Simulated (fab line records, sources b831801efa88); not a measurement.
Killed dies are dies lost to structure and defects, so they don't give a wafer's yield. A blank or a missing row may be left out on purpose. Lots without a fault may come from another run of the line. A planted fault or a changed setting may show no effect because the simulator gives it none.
Which tool did it? | flow sky130 | 7 lots, 21 wafers sampled, at 3 steps of a route of 708

WHAT THE GAUGES READ, wafer by wafer
SKY_VT_ADJUST_HVTP_TW_MEAS_11.
lot  | measured     | on            | VT_ADJUST_HVTP_TW
L174 | day 6 20:58  | film_metro-01 | 1384 1375 1376
L176 | day 7 08:52  | film_metro-04 | 30 30 30
L179 | day 8 01:58  | film_metro-04 | 1356 1362 1367
L185 | day 9 15:12  | film_metro-01 | 1370 1368 1372
L188 | day 10 15:54 | film_metro-02 | 1355 1351 1356
L191 | day 11 08:22 | film_metro-01 | 1361 1374 1375
L194 | day 12 19:07 | film_metro-01 | 1372 1373 1371

WHICH TOOL RAN EACH LOT (tool, then ch and the chambers of the sampled wafers, then the start)
lot  | SKY_NWELL_STRIP_25                   | SKY_VT_ADJUST_HVTP_STRIP_10
L174 | plasma_asher-02 ch 0,1, day 6 03:05  | plasma_asher-04 ch 0,1, day 6 20:52
L176 | plasma_asher-03 ch 0,1, day 6 13:15  | plasma_asher-01 ch 0,1, day 7 08:46
L179 | plasma_asher-02 ch 0,1, day 7 04:33  | plasma_asher-01 ch 0,1, day 8 01:52
L185 | plasma_asher-03 ch 0, day 8 17:27    | plasma_asher-01 ch 0,1, day 9 15:05
L188 | plasma_asher-03 ch 0, day 9 16:42    | plasma_asher-04 ch 0,1, day 10 15:47
L191 | plasma_asher-01 ch 0,1, day 10 08:01 | plasma_asher-04 ch 0,1, day 11 08:16
L194 | plasma_asher-01 ch 0,1, day 11 17:27 | plasma_asher-01 ch 0, day 12 19:01
- SKY_NWELL_STRIP_25: strips in O2/N2.
- SKY_VT_ADJUST_HVTP_STRIP_10: strips in O2/N2.

THE ANSWER, worked out from the rows above alone
Rule: what is usual is taken from the lots themselves. Put in order of their means at a reading, lots are off if they are a third of the lots or fewer, leave a main group of 4 or more, and stand apart from it by a gap of 3 or more times the standard deviation of the main group's means; of several such gaps the widest counts. A main group whose means are all the same, to the digits that the tables above print for the reading, isn't used. A lot without any number at a reading at which 4 lots or more have one is off too. The other lots that the step has rows for count as sound.
Off: L176, at SKY_VT_ADJUST_HVTP_TW_MEAS_11 (VT_ADJUST_HVTP_TW). The main group: mean 1368, standard deviation 7.8.
A tool fits if, at a process step before that reading, it ran every lot that is off, and no sound lot after the first of them. The gauges at SKY_VT_ADJUST_HVTP_TW_MEAS_11 are tried like those tools. None of those tried fits.

WHAT THE SIMULATOR HAD PUT IN
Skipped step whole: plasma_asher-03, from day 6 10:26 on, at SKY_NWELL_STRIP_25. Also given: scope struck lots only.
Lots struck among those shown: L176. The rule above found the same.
